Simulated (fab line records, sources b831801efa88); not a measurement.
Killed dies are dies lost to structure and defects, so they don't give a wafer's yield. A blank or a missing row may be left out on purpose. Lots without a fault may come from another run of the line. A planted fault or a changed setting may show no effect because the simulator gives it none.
Which tool did it? | flow sky130 | 12 lots, 36 wafers sampled, at 6 steps of a route of 708

WHAT THE GAUGES READ, wafer by wafer
SKY_VT_ADJUST_HVTR_OVL_MEAS_08.
lot  | measured     | on         | VT_ADJUST_HVTR_OVL (nm)
L249 | day 9 09:05  | overlay-01 | -2.4 -2.8 -2.1
L251 | day 9 23:00  | overlay-01 | 2.4 2.2 3.7
L252 | day 10 04:39 | overlay-01 | -0.1 0.0 1.6
L253 | day 10 16:56 | overlay-02 | 0.5 -1.2 -1.3
L259 | day 12 09:11 | overlay-02 | -0.1 0.7 1.1
L261 | day 13 03:15 | overlay-01 | -0.4 1.2 0.9
L263 | day 13 13:53 | overlay-01 | 3.2 2.5 3.2
L266 | day 15 00:35 | overlay-01 | 0.7 0.4 1.6
L268 | day 15 08:11 | overlay-01 | 1.2 -3.8 -1.7
L269 | day 15 12:03 | overlay-01 | -1.8 -1.5 -1.1
L270 | day 16 01:50 | overlay-01 | -1.4 0.1 -0.9
L271 | day 16 06:28 | overlay-01 | 1.1 3.1 0.1

SKY_POLY_GATE_THK_MEAS_01.
lot  | measured     | on            | POLY_GATE_CVD_00_THK (nm)
L249 | day 14 02:46 | film_metro-01 | 183.1 182.0 183.6
L251 | day 14 17:52 | film_metro-01 | 184.2 183.5 182.9
L252 | day 14 22:44 | film_metro-01 | 182.1 182.5 183.8
L253 | day 15 08:01 | film_metro-01 | 180.4 180.5 181.5
L259 | day 17 03:58 | film_metro-04 | 179.7 180.2 180.0
L261 | day 18 04:10 | film_metro-04 | 181.0 181.3 180.3
L263 | day 18 15:43 | film_metro-04 | 179.0 177.8 179.3
L266 | day 21 00:58 | film_metro-04 | 180.3 180.3 180.1
L268 | day 21 00:58 | film_metro-01 | 181.2 181.5 181.7
L269 | day 21 01:01 | film_metro-02 | 181.3 181.5 183.3
L270 | day 21 10:57 | film_metro-04 | 181.7 181.4 182.4
L271 | day 21 15:46 | film_metro-01 | 184.6 182.7 182.3

SKY_RES_PROTECT_TW_MEAS_08.
lot  | measured     | on            | POLY_GATE_TW
L249 | day 15 04:43 | film_metro-03 | 4132 4161 4155
L251 | day 15 20:31 | film_metro-02 | 4098 4102 4094
L252 | day 16 01:20 | film_metro-02 | 4060 4059 4078
L253 | day 16 11:06 | film_metro-01 | 4074 4049 4082
L259 | day 18 08:40 | film_metro-01 | 3975 3986 3972
L261 | day 19 10:01 | film_metro-03 | 4045 4037 4032
L263 | day 19 23:22 | film_metro-03 | 4139 4147 4124
L266 | day 22 06:25 | film_metro-03 | 4133 4136 4113
L268 | day 22 07:02 | film_metro-03 | 4086 4078 4095
L269 | day 22 07:19 | film_metro-01 | 4037 4061 4059
L270 | day 22 16:23 | film_metro-02 | 4093 4075 4080
L271 | day 22 20:38 | film_metro-01 | 4051 4057 4059

SKY_POLY_GATE_OVL_MEAS_14.
lot  | measured     | on         | POLY_GATE_OVL (nm)
L249 | day 16 10:40 | overlay-02 | 5 1 -9
L251 | day 17 06:39 | overlay-01 | -3 3 3
L252 | day 17 11:08 | overlay-01 | -3 4 -2
L253 | day 17 21:22 | overlay-02 | 1 -2 0
L259 | day 19 18:26 | overlay-02 | 0 5 -1
L261 | day 20 18:27 | overlay-01 | 12 5 12
L263 | day 21 08:13 | overlay-02 | -10 -4 -10
L266 | day 23 15:01 | overlay-01 | 0 4 3
L268 | day 23 15:42 | overlay-02 | -6 -4 -5
L269 | day 23 16:02 | overlay-01 | 2 -2 3
L270 | day 24 00:06 | overlay-02 | -14 1 -1
L271 | day 24 06:46 | overlay-02 | -6 -11 -5

WHICH TOOL RAN EACH LOT (tool, then ch and the chambers of the sampled wafers, then the start)
lot  | SKY_POLY_GATE_IMPLANT_02        | SKY_RES_PROTECT_STRIP_07
L249 | implanter-01 ch 0, day 15 04:28 | plasma_asher-01 ch 0,1, day 15 04:37
L251 | implanter-04 ch 0, day 15 20:18 | plasma_asher-01 ch 0,1, day 15 20:26
L252 | implanter-04 ch 0, day 16 01:07 | plasma_asher-01 ch 0,1, day 16 01:15
L253 | implanter-02 ch 0, day 16 10:51 | plasma_asher-01 ch 0,1, day 16 11:00
L259 | implanter-02 ch 0, day 18 08:26 | plasma_asher-02 ch 0,1, day 18 08:33
L261 | implanter-02 ch 0, day 19 09:48 | plasma_asher-02 ch 0,1, day 19 09:56
L263 | implanter-04 ch 0, day 19 23:07 | plasma_asher-03 ch 0,1, day 19 23:16
L266 | implanter-02 ch 0, day 22 06:10 | plasma_asher-01 ch 0,1, day 22 06:19
L268 | implanter-01 ch 0, day 22 06:48 | plasma_asher-02 ch 0,1, day 22 06:55
L269 | implanter-02 ch 0, day 22 07:04 | plasma_asher-01 ch 0,1, day 22 07:13
L270 | implanter-04 ch 0, day 22 16:10 | plasma_asher-03 ch 0,1, day 22 16:18
L271 | implanter-02 ch 0, day 22 20:26 | plasma_asher-01 ch 0,1, day 22 20:32
- SKY_POLY_GATE_IMPLANT_02
- SKY_RES_PROTECT_STRIP_07: strips in O2/N2.

WHAT THE TOOLS THEMSELVES READ (means of the sampled wafers that have a number; where no wafer has one, the mark that the record gives instead)
SKY_POLY_GATE_IMPLANT_02.
lot  | tool         | beam_energy_keV
L249 | implanter-01 | 29.995
L251 | implanter-04 | 29.995
L252 | implanter-04 | 29.996
L253 | implanter-02 | 30.001
L259 | implanter-02 | 26.964
L261 | implanter-02 | 26.959
L263 | implanter-04 | 29.998
L266 | implanter-02 | 30.014
L268 | implanter-01 | 30.010
L269 | implanter-02 | 29.996
L270 | implanter-04 | 30.006
L271 | implanter-02 | 30.000

SKY_RES_PROTECT_STRIP_07.
lot  | tool            | drypump_motor_current_A (A) | oes_product_au (a.u.) | strip_time_to_endpoint_s (s)
L249 | plasma_asher-01 | 5.4                         | 0.519                 | 23.24
L251 | plasma_asher-01 | 5.4                         | 0.518                 | 23.30
L252 | plasma_asher-01 | 5.4                         | 0.523                 | 23.32
L253 | plasma_asher-01 | 5.4                         | 0.516                 | 23.25
L259 | plasma_asher-02 | 5.5                         | 0.531                 | 22.40
L261 | plasma_asher-02 | 5.5                         | 0.531                 | 22.39
L263 | plasma_asher-03 | 6.2                         | 0.512                 | 23.27
L266 | plasma_asher-01 | 5.4                         | 0.511                 | 23.31
L268 | plasma_asher-02 | 5.8                         | 0.523                 | 23.31
L269 | plasma_asher-01 | 5.4                         | 0.521                 | 23.31
L270 | plasma_asher-03 | 6.2                         | 0.520                 | 23.21
L271 | plasma_asher-01 | 5.4                         | 0.516                 | 23.30

THE ANSWER, worked out from the rows above alone
Rule: what is usual is taken from the lots themselves. Put in order of their means at a reading, lots are off if they are a third of the lots or fewer, leave a main group of 4 or more, and stand apart from it by a gap of 3 or more times the standard deviation of the main group's means; of several such gaps the widest counts. A main group whose means are all the same, to the digits that the tables above print for the reading, isn't used. A lot without any number at a reading at which 4 lots or more have one is off too. The other lots that the step has rows for count as sound. The gauges are gone through in route order, then the tools' own readings, and for those a lot's mean is taken as printed above. The first step at which some lot is off is used, and at that step the reading that is off furthest; a lot without a number counts as furthest.
Off: L259, L261, at SKY_POLY_GATE_IMPLANT_02 (beam_energy_keV). The main group: mean 30.001, standard deviation 0.0064.
A tool fits if, at that step or a process step before it, it ran every lot that is off, and no sound lot after the first of them. None of those tried fits.

WHAT THE SIMULATOR HAD PUT IN
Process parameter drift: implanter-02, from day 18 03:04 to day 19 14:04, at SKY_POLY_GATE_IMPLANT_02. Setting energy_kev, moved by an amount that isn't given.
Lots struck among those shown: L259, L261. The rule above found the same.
